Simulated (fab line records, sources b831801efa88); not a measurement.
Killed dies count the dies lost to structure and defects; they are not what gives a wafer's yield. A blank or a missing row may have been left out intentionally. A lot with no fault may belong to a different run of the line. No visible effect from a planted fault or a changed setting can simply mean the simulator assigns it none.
fab line records -- flow sky130
record: lots: 5, wafers: 15, last_day: 50
route steps=708 shown VIA1@468
lots that met no fault: from a run of the same line without faults
start_h: the number of hours between the record's first day and the start of the first shown wafer of the lot -- wait_h: hours elapsed since this lot's preceding step -- " identical to the entry in the row above -- L1.1+2: a single row standing in for several wafers -- - no value present, or no start provided -- * or withheld: withheld -- < > ~ a bound
route shown NAME@n: a module of which the file shows steps, and the number in the route of the first -- usual: mean and standard deviation over wafers with no fault -- same: alike in all rows -- chamber/n: place in a boat -- sites: each site's reading -- _std_site: their standard deviation -- _edge_site: outer sites' mean less inner sites' -- radius_mm: how far each site lies from the wafer's centre -- mask NAME#n: copy n -- behind: the last tool/chamber to shape the wafer -- hold: the reason the lot was held/the length of the hold in hours/how it ended -- device: the n, p or np transistor that did not switch -- end of line: tests run on the same wafers once the route is complete -- where a step has no rows: the recipe by itself -- killed: at the first sort, the dies lost to defects and structure; wafer yield is something else -- map: per-die view of a wafer (x killed, . not killed, _ where there is no die)
set.NAME: the run value of the setting; set.NAME@STEP: its run value at that earlier step -- model.NAME: the simulator's own value behind a step, which no gauge read
lots at selected steps of the route; one table per step, one row per wafer
services: when a tool's chamber went out of use (start_h, in hours from the record's first day, below 0 if earlier), for how many hours, and the reason
== steps ==
step: SKY_VIA1_PEB_10
recipe: peb_temp_c: withheld, peb_time_s: withheld, resist: KrF-thick
lot.wafer,tool,chamber,start_h,wait_h
L081.3+4+5,litho_track-01,0,-,-
L083.1+2+6,litho_track-04,0,-,-
L087.2+4+5,litho_track-04,0,-,-
L089.1+2+6,litho_track-01,0,-,-
L095.1+3+6,litho_track-02,0,-,-
step: SKY_VIA1_DEVELOP_11
recipe: develop_time_s: 60, resist: KrF-thick, dev_temp_c: 21
lot.wafer,tool,chamber,start_h,wait_h
L081.3+4+5,litho_track-01,0,-,-
L083.1+2+6,litho_track-04,0,-,-
L087.2+4+5,litho_track-04,0,-,-
L089.1+2+6,litho_track-01,0,-,-
L095.1+3+6,litho_track-02,0,-,-
step: SKY_VIA1_CD_MEAS_12
recipe: target_cd_nm: 150
usual: cd_nm: 150.3/1.8
lot.wafer,tool,chamber,start_h,wait_h,cd_nm
L081.3,cd_sem-02,-,860.19,-,152.2
L081.4,cd_sem-02,-,860.19,-,152.0
L081.5,cd_sem-02,-,860.19,-,152.2
L083.1,cd_sem-01,-,866.63,-,147.3
L083.2,cd_sem-01,-,866.63,-,147.1
L083.6,cd_sem-01,-,866.63,-,147.4
L087.2,cd_sem-01,-,899.44,-,152.0
L087.4,cd_sem-01,-,899.44,-,151.2
L087.5,cd_sem-01,-,899.44,-,150.1
L089.1,cd_sem-01,-,918.80,-,149.8
L089.2,cd_sem-01,-,918.80,-,149.8
L089.6,cd_sem-01,-,918.80,-,150.2
L095.1,cd_sem-01,-,946.48,-,149.5
L095.3,cd_sem-01,-,946.48,-,147.7
L095.6,cd_sem-01,-,946.48,-,150.4
step: SKY_VIA1_OVL_MEAS_13
usual: VIA1_OVL: -2/4.8
lot.wafer,tool,chamber,start_h,wait_h,VIA1_OVL[nm]
L081.3,overlay-01,-,860.28,0.1,-5
L081.4,overlay-01,-,860.28,0.1,3
L081.5,overlay-01,-,860.28,0.1,3
L083.1,overlay-02,-,866.75,0.1,-3
L083.2,overlay-02,-,866.75,0.1,-2
L083.6,overlay-02,-,866.75,0.1,0
L087.2,overlay-02,-,899.54,0.1,0
L087.4,overlay-02,-,899.54,0.1,-7
L087.5,overlay-02,-,899.54,0.1,0
L089.1,overlay-01,-,918.92,0.1,6
L089.2,overlay-01,-,918.92,0.1,-2
L089.6,overlay-01,-,918.92,0.1,-5
L095.1,overlay-02,-,946.60,0.1,-7
L095.3,overlay-02,-,946.60,0.1,-6
L095.6,overlay-02,-,946.60,0.1,-4
step: SKY_VIA1_ETCH_14
recipe: chemistry: N2/H2, target: BARC, ion_energy_ev: 200, source_w: 500, bias_w: 100, pressure_mtorr: 30, n2_flow_sccm: 100, h2_flow_sccm: 200, stop_on: SiO2, time_s: 45.9, target_depth_a: 600
usual: drypump_motor_current_A: 5.9/0.41, n2_flow_sccm: 100.0/0.3, oes_product_au: 0.856/0.0045, throttle_valve_pct: 13.225/0.0091
lot.wafer,tool,chamber,start_h,wait_h,drypump_motor_current_A,n2_flow_sccm,oes_product_au,rf_hours_counter_h,throttle_valve_pct
L081.3,rie_diel-03,3,860.30,0.0,6.1,100.3,0.856,20,13.220
L081.4,rie_diel-03,2,860.30,0.0,5.1,100.4,0.854,19,13.223
L081.5,rie_diel-03,0,860.30,0.0,5.5,99.6,0.859,-,13.225
L083.1,rie_diel-01,2,866.79,0.0,6.3,100.0,0.852,11,13.226
L083.2,rie_diel-01,3,866.79,0.0,6.2,100.1,0.861,0,13.213
L083.6,rie_diel-01,2,866.79,0.0,6.3,100.4,0.855,-,13.209
L087.2,rie_diel-01,0,899.57,0.0,6.0,100.3,0.858,14,13.233
L087.4,rie_diel-01,2,899.57,0.0,6.3,99.7,0.852,-,13.212
L087.5,rie_diel-01,3,899.57,0.0,6.2,99.7,0.858,-,13.218
L089.1,rie_diel-04,3,918.96,0.0,6.1,99.8,0.857,11,13.216
L089.2,rie_diel-04,2,918.96,0.0,5.9,100.1,0.847,22,13.216
L089.6,rie_diel-04,0,918.96,0.0,5.2,100.4,0.859,-,13.230
L095.1,rie_diel-01,3,946.63,0.0,6.2,99.9,0.860,2,13.228
L095.3,rie_diel-01,0,946.63,0.0,6.0,100.2,0.864,16,13.228
L095.6,rie_diel-01,0,946.63,0.0,6.0,100.5,0.857,-,13.216
step: SKY_VIA1_ETCH_15
recipe: target: SiO2, chemistry: C4F8/O2/Ar, target_depth_nm: 351, stop_on: TiN, mask_material: KrF-thick, source_w: 1500, bias_w: 1200, pressure_mtorr: 40, c4f8_flow_sccm: withheld, O2_flow_sccm: 6, Ar_flow_sccm: 300, time_s: 54
usual: oes_product_au: 0.980/0.0059
lot.wafer,tool,chamber,start_h,wait_h,oes_product_au,rf_hours_counter_h
L081.3,rie_diel-03,3,860.35,0.0,0.979,20
L081.4,rie_diel-03,2,860.35,0.0,0.968,19
L081.5,rie_diel-03,0,860.35,0.0,0.975,-
L083.1,rie_diel-01,2,866.83,0.0,0.984,11
L083.2,rie_diel-01,3,866.83,0.0,0.971,0
L083.6,rie_diel-01,2,866.83,0.0,0.986,-
L087.2,rie_diel-01,0,899.61,0.0,0.974,14
L087.4,rie_diel-01,2,899.61,0.0,0.977,-
L087.5,rie_diel-01,3,899.61,0.0,0.989,-
L089.1,rie_diel-04,3,919.00,0.0,0.977,11
L089.2,rie_diel-04,2,919.00,0.0,0.976,22
L089.6,rie_diel-04,0,919.00,0.0,0.983,-
L095.1,rie_diel-01,3,946.68,0.0,0.984,2
L095.3,rie_diel-01,0,946.68,0.0,0.983,16
L095.6,rie_diel-01,0,946.68,0.0,0.989,-
step: SKY_VIA1_STRIP_16
recipe: chemistry: O2/N2, power_w: 1400, pressure_mtorr: 1500, platen_temp_c: withheld, o2_flow_sccm: 3000, n2_flow_sccm: 300, overash_fraction: 0.5
usual: drypump_motor_current_A: 5.7/0.5, n2_flow_sccm: 300.1/0.86, oes_product_au: 0.417/0.0044, strip_time_to_endpoint_s: 4.471/0.021
lot.wafer,tool,chamber,start_h,wait_h,drypump_motor_current_A,n2_flow_sccm,oes_product_au,rf_hours_counter_h,strip_time_to_endpoint_s
L081.3,plasma_asher-03,1,860.43,0.1,5.1,301.7,0.419,-,4.505
L081.4,plasma_asher-03,0,860.43,0.1,5.6,299.8,0.417,-,4.485
L081.5,plasma_asher-03,0,860.43,0.1,5.6,299.0,0.417,-,4.523
L083.1,plasma_asher-03,1,866.88,0.0,5.1,300.5,0.422,72,4.481
L083.2,plasma_asher-03,0,866.88,0.0,5.6,300.9,0.416,72,4.476
L083.6,plasma_asher-03,1,866.88,0.0,5.1,300.7,0.423,-,4.498
L087.2,plasma_asher-04,1,899.66,0.0,6.4,302.0,0.423,15,4.456
L087.4,plasma_asher-04,0,899.66,0.0,5.3,298.5,0.415,-,4.444
L087.5,plasma_asher-04,1,899.66,0.0,6.4,300.9,0.416,-,4.451
L089.1,plasma_asher-04,1,919.04,0.0,6.4,299.7,0.417,18,4.450
L089.2,plasma_asher-04,0,919.04,0.0,5.3,299.2,0.415,18,4.446
L089.6,plasma_asher-04,0,919.04,0.0,5.3,299.3,0.414,-,4.441
L095.1,plasma_asher-03,1,946.72,0.0,5.1,301.9,0.415,80,4.476
L095.3,plasma_asher-03,0,946.72,0.0,5.6,302.2,0.416,-,4.460
L095.6,plasma_asher-03,0,946.72,0.0,5.6,301.5,0.424,-,4.489
step: SKY_VIA1_STRIP_17
recipe: chemistry: post_etch_residue_remover, time_s: 1200, temp_c: 72.5
lot.wafer,tool,chamber,start_h,wait_h
L081.3+4+5,wet_bench-03,2,860.49,0.0
L083.1+2+6,wet_bench-02,2,866.98,0.1
L087.2+4+5,wet_bench-02,1,899.76,0.1
L089.1+2+6,wet_bench-01,0,919.14,0.1
L095.1+3+6,wet_bench-02,2,946.82,0.1
step: SKY_VIA1_CLEAN_18
recipe: chemistry: IPA, time_s: 180, temp_c: 25
lot.wafer,tool,chamber,start_h,wait_h
L081.3+4+5,wet_bench-02,0,860.87,0.0
L083.1+2+6,wet_bench-01,1,867.32,0.0
L087.2+4+5,wet_bench-03,1,900.10,0.0
L089.1+2+6,wet_bench-02,2,919.49,0.0
L095.1+3+6,wet_bench-03,1,947.16,0.0
== services ==
tool,chamber,start_h,hours,kind
plasma_asher-03,-,840.00,4.4,repair
plasma_asher-04,-,841.65,2.1,repair
rie_diel-03,2,848.33,6.5,repair
rie_diel-04,3,876.71,6.6,repair
plasma_asher-03,-,880.70,2.3,repair
rie_diel-01,1,897.52,3.9,repair
wet_bench-03,-,901.26,0.9,repair
wet_bench-02,-,902.30,1.4,repair
rie_diel-01,3,913.37,9.5,repair
rie_diel-03,-,915.03,7.1,repair
rie_diel-01,2,931.53,2.8,repair
rie_diel-04,2,939.95,-,clean
rie_diel-04,2,939.95,13.1,scheduled_down
rie_diel-04,2,939.95,13.1,vent_cycle
== key ==
fault none
